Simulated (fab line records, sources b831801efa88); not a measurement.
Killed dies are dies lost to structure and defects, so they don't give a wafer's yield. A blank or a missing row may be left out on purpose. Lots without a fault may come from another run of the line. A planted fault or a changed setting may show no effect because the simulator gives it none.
One fault seen from 2 desks | flow sky130 | each desk has only its own numbers; what lay behind them comes last

THE TOOL OWNER'S DESK: litho_track-01
The tool's own readings at SKY_LDD_HVP_DEVELOP_06 (develop time 60 s): means of the sampled wafers that have a number, for each lot that ran on this tool. A lot is out of limits, marked OUT, if its mean lies more than 4 standard deviations from the usual mean; the brackets give that distance.
Columns: A = developer_temp_C at SKY_LDD_HVP_DEVELOP_06, usual 22.99 C
lot  | first seen here | A
L198 | day 22 09:07    | 22.96
L199 | day 23 14:49    | 22.90
L200 | day 24 00:34    | 23.15
L206 | day 25 18:55    | 23.00
L209 | day 27 08:20    | 23.87 (+8.8) OUT
L211 | day 27 16:04    | 23.83 (+8.4) OUT
This desk's finding: out of limits on L209, L211; first on L209, day 27 08:20 (developer_temp_C at SKY_LDD_HVP_DEVELOP_06). In limits: L198, L199, L200, L206.

THE METROLOGY DESK
What the gauges read, lot by lot, whatever tool the lot ran on: means of the sampled wafers that have a number. A lot is out of limits, marked OUT, if its mean lies more than 4 standard deviations from the usual mean; the brackets give that distance.
Columns: A = cd_nm at SKY_VT_ADJUST_HVTP_CD_MEAS_07, usual 381.1 nm
lot  | first seen here | A
L198 | day 6 15:56     | 381.7
L199 | day 7 13:06     | 379.7
L200 | day 7 17:17     | 379.6
L201 | day 7 18:52     | 379.2
L205 | day 9 01:02     | 379.8
L206 | day 9 01:20     | 381.6
L209 | day 10 01:55    | 383.1
L211 | day 10 08:35    | 380.3
L212 | day 10 15:16    | 383.3
L213 | day 10 16:53    | 381.1
L215 | day 11 05:20    | 380.7
L218 | day 11 22:29    | 377.6
L219 | day 12 05:10    | 380.4
This desk's finding: nothing out of limits on any of the 13 lots.

PUT TOGETHER
The tool owner's desk could have raised an alarm at day 27 08:20, on L209, L211.
The metrology desk saw nothing out of limits.
The metrology desk has L209, L211 on record, within its limits.
Of the lots named, all ran SKY_LDD_HVP_DEVELOP_06 on litho_track-01.

WHAT THE SIMULATOR HAD PUT IN
Process parameter drift: litho_track-01, from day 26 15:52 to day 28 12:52, at SKY_LDD_HVP_DEVELOP_06. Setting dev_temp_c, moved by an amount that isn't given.
Lots struck among those shown: L209, L211.
Hours from the fault's start to each desk's first reading out of limits: the tool owner's desk, 16.
